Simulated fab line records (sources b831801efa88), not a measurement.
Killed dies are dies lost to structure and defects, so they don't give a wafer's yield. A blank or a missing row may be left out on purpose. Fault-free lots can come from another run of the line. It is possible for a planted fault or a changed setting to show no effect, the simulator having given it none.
Struck lot and sound lot, side by side | flow sky130 | 16 out of 708 route steps
Sound: these wafers, L350.4, L350.5, L350.6. Wafers struck: L355.1, L355.3, L355.4. At the end, the cause is stated.
For every step that has rows: the tool of each side, followed by ch and its chambers, followed by its first start. Under that, the readings that differ: sound wafers | struck wafers | difference of the means | sigmas: that difference in standard deviations of wafers without a fault.
alike: same words and numbers on both sides, and readings whose means sit less than 2 such deviations apart. not compared: any withheld reading, any reading some wafer has no value for, any bound like >300 that may hide the same value, and any number with overlapping values for which the record gives no deviation.
A row with sigmas, a row that says differs or no value, or rows on one side alone: a step with any of these is where the two part. Numbers that don't overlap but have no deviation are shown without sigmas and don't part them. A reading missing from all wafers of one side parts the sides only when that side holds two or more wafers.

first, 2 steps without rows for these wafers: SKY_LOCAL_INTERCONNECT_PEB_09; SKY_LOCAL_INTERCONNECT_DEVELOP_10 (develop time 60 s).
SKY_LOCAL_INTERCONNECT_CD_MEAS_11: the cd target is 170 nm.
  struck on cd-sem-02, day 32 16:51; sound on cd-sem-01, day 30 16:48
  alike: cd-nm
SKY_LOCAL_INTERCONNECT_OVL_MEAS_12:
  struck on overlay-01, day 32 16:58; sound on overlay-01, day 30 16:53
  alike: LOCAL_INTERCONNECT_OVL
SKY_LOCAL_INTERCONNECT_ETCH_13: etches BARC in N2/H2, stops on SiO2, time 45.9 s, target depth 60 nm.
  sound on rie-metal-04 ch 1, day 30 16:58; struck on rie-metal-01 ch 0,1, day 32 17:00
  alike: drypump-motor-current-A, he-backside-leak-sccm, n2-flow-sccm, oes-product-au, throttle-valve-pct
  not compared: rf-hours-counter-h
SKY_LOCAL_INTERCONNECT_METAL_ETCH_14: etches TiN in Cl2/BCl3, stops on PSG, target depth 110 nm, time 31.4 s.
  sound on rie-metal-04 ch 1, day 30 17:04; struck on rie-metal-01 ch 0,1, day 32 17:04
  alike: drypump-motor-current-A, he-backside-leak-sccm, oes-product-au, throttle-valve-pct
  not compared: rf-hours-counter-h
SKY_LOCAL_INTERCONNECT_STRIP_15: strips in O2/N2.
  sound on plasma-asher-04 ch 0,1, day 30 17:10; struck on plasma-asher-02 ch 0,1, day 32 17:07
  reading                     | sound       | struck      | difference | sigmas
  drypump-motor-current-A (A) | 4.7 4.7 5.8 | 6.0 6.0 6.4 | +1.1       | +2
  alike: n2-flow-sccm, oes-product-au, strip-time-to-endpoint-s
  not compared: rf-hours-counter-h
then, 3 steps without rows for these wafers: SKY_LOCAL_INTERCONNECT_STRIP_16 (strips in post etch residue remover, time 1200 s); SKY_LOCAL_INTERCONNECT_CLEAN_17 (cleans in IPA, time 180 s); SKY_LOCAL_INTERCONNECT_CLEAN_18 (cleans in O3/DIW).
SKY_CONTACT_CVD_00: deposits Si3N4, target thk 75 nm.
  sound on pecvd-02 ch 0,1,2, day 30 18:08; struck on pecvd-02 ch 1,2, day 32 17:43
  alike: heater-power-w
SKY_CONTACT_THK_MEAS_01:
  struck on film-metro-04, day 32 17:44; sound on film-metro-01, day 30 18:11
  alike: CONTACT_CVD_00_THK
SKY_CONTACT_HDPCVD_02: deposits SiO2, target thk 565 nm, time 94.2 s.
  sound on hdpcvd-02 ch 0,1,2, day 30 18:14; struck on hdpcvd-01 ch 0,1,2, day 32 17:48
  reading                                     | sound             | struck            | difference | sigmas
  model.SiO2_of_CONTACT_HDPCVD_02.thk-nm (nm) | 568.6 561.5 563.8 | 417.7 418.8 419.5 | -146.0     |
SKY_CONTACT_THK_MEAS_03:
  struck on film-metro-03, day 32 17:52; sound on film-metro-04, day 30 18:19
  reading                 | sound       | struck      | difference | sigmas
  CONTACT_HDPCVD_THK (nm) | 569 562 564 | 418 419 419 | -146       | -28
SKY_CONTACT_CMP_04: polishes SiO2.
  sound on cmp-01 ch 0,1,2, day 30 18:26; struck on cmp-02 ch 1,2,3, day 32 17:59
  reading                | sound    | struck   | difference | sigmas
  time-to-endpoint-s (s) | 85 87 88 | 29 31 30 | -57        | -11
  alike: motor-current-A, slurry-filter-dp-kPa, slurry-flow-ml-min
SKY_CONTACT_BOW_MEAS_05:
  struck on film-metro-03, day 32 18:14; sound on film-metro-01, day 30 18:42
  reading          | sound    | struck   | difference | sigmas
  CONTACT_BOW (um) | 99 99 91 | 75 82 81 | -17        | -2

== WHERE THEY PART ==
Last at SKY_CONTACT_BOW_MEAS_05 as far as this record goes, first at SKY_LOCAL_INTERCONNECT_STRIP_15.

WHY: whatever the simulator had introduced
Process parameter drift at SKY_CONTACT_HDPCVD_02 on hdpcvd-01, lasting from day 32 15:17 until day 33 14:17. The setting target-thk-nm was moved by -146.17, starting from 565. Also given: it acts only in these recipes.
